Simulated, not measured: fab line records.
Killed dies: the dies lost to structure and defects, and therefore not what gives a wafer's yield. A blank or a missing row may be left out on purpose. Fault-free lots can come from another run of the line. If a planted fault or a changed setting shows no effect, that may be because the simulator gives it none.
Matching of chambers || flow sfqLine || 4 sister chambers for SFQ_TRILAYER_I4_VIA_ETCH_VIA_ETCH_106 on rieDiel-01
The step etches SiO2 in CHF3, stops on Nb, target depth 260 nm. 8 wafers are shown with their chamber, then 8 later ones without.

== WAFERS, EACH WITH ITS CHAMBER ==
{"wafer": "L962.6", "chamber": 3, "drypumpMotorCurrentA (A)": 5.9, "oesProductAu (a.u.)": 0.852}
{"wafer": "L964.4", "chamber": 1, "drypumpMotorCurrentA (A)": 4.9, "oesProductAu (a.u.)": 0.854}
{"wafer": "L965.6", "chamber": 1, "drypumpMotorCurrentA (A)": 4.9, "oesProductAu (a.u.)": 0.864}
{"wafer": "L968.5", "chamber": 0, "drypumpMotorCurrentA (A)": 6.4, "oesProductAu (a.u.)": 0.856}
{"wafer": "L970.1", "chamber": 3, "drypumpMotorCurrentA (A)": 5.8, "oesProductAu (a.u.)": 0.853}
{"wafer": "L970.2", "chamber": 2, "drypumpMotorCurrentA (A)": 5.8, "oesProductAu (a.u.)": 0.855}
{"wafer": "L970.3", "chamber": 0, "drypumpMotorCurrentA (A)": 6.4, "oesProductAu (a.u.)": 0.863}
{"wafer": "L971.1", "chamber": 2, "drypumpMotorCurrentA (A)": 5.8, "oesProductAu (a.u.)": 0.850}

== WAFERS WHOSE CHAMBER IS MISSING ==
{"wafer": "L971.2", "drypumpMotorCurrentA (A)": 6.4, "oesProductAu (a.u.)": 0.858}
{"wafer": "L971.6", "drypumpMotorCurrentA (A)": 5.8, "oesProductAu (a.u.)": 0.845}
{"wafer": "L974.1", "drypumpMotorCurrentA (A)": 5.8, "oesProductAu (a.u.)": 0.858}
{"wafer": "L974.2", "drypumpMotorCurrentA (A)": 4.9, "oesProductAu (a.u.)": 0.866}
{"wafer": "L977.1", "drypumpMotorCurrentA (A)": 5.9, "oesProductAu (a.u.)": 0.859}
{"wafer": "L985.1", "drypumpMotorCurrentA (A)": 5.8, "oesProductAu (a.u.)": 0.857}
{"wafer": "L985.2", "drypumpMotorCurrentA (A)": 6.4, "oesProductAu (a.u.)": 0.846}
{"wafer": "L985.4", "drypumpMotorCurrentA (A)": 4.9, "oesProductAu (a.u.)": 0.849}

== WHICH CHAMBER EACH ONE RAN IN ==
{"wafer": "L971.2", "from the rows above": 0, "in truth": 0}
{"wafer": "L971.6", "from the rows above": "can't be placed: 2 or 3", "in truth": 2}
{"wafer": "L974.1", "from the rows above": "can't be placed: 2 or 3", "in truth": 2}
{"wafer": "L974.2", "from the rows above": 1, "in truth": 1}
{"wafer": "L977.1", "from the rows above": "can't be placed: 3 or 2", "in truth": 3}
{"wafer": "L985.1", "from the rows above": "can't be placed: 2 or 3", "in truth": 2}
{"wafer": "L985.2", "from the rows above": 0, "in truth": 0}
{"wafer": "L985.4", "from the rows above": 1, "in truth": 1}
4 of 8 placed correctly. Cannot be placed on the basis of these rows: 4; the candidates contain the true chamber in 4. Wrongly placed: 0.
How it was worked out, from the rows above alone: a wafer's distance from a chamber is the root of the sum, over the readings, of the square of ((its reading less the chamber's mean) divided by the reading's scatter). If the next closest chamber is less than 2 further off than the closest, the wafer can't be placed; otherwise it belongs to the closest. Each chamber's mean is taken over the wafers shown for it. The scatter is the square root of a quotient: the sum, over the shown wafers, of each reading's squared deviation from its chamber's mean, divided by wafers minus chambers.
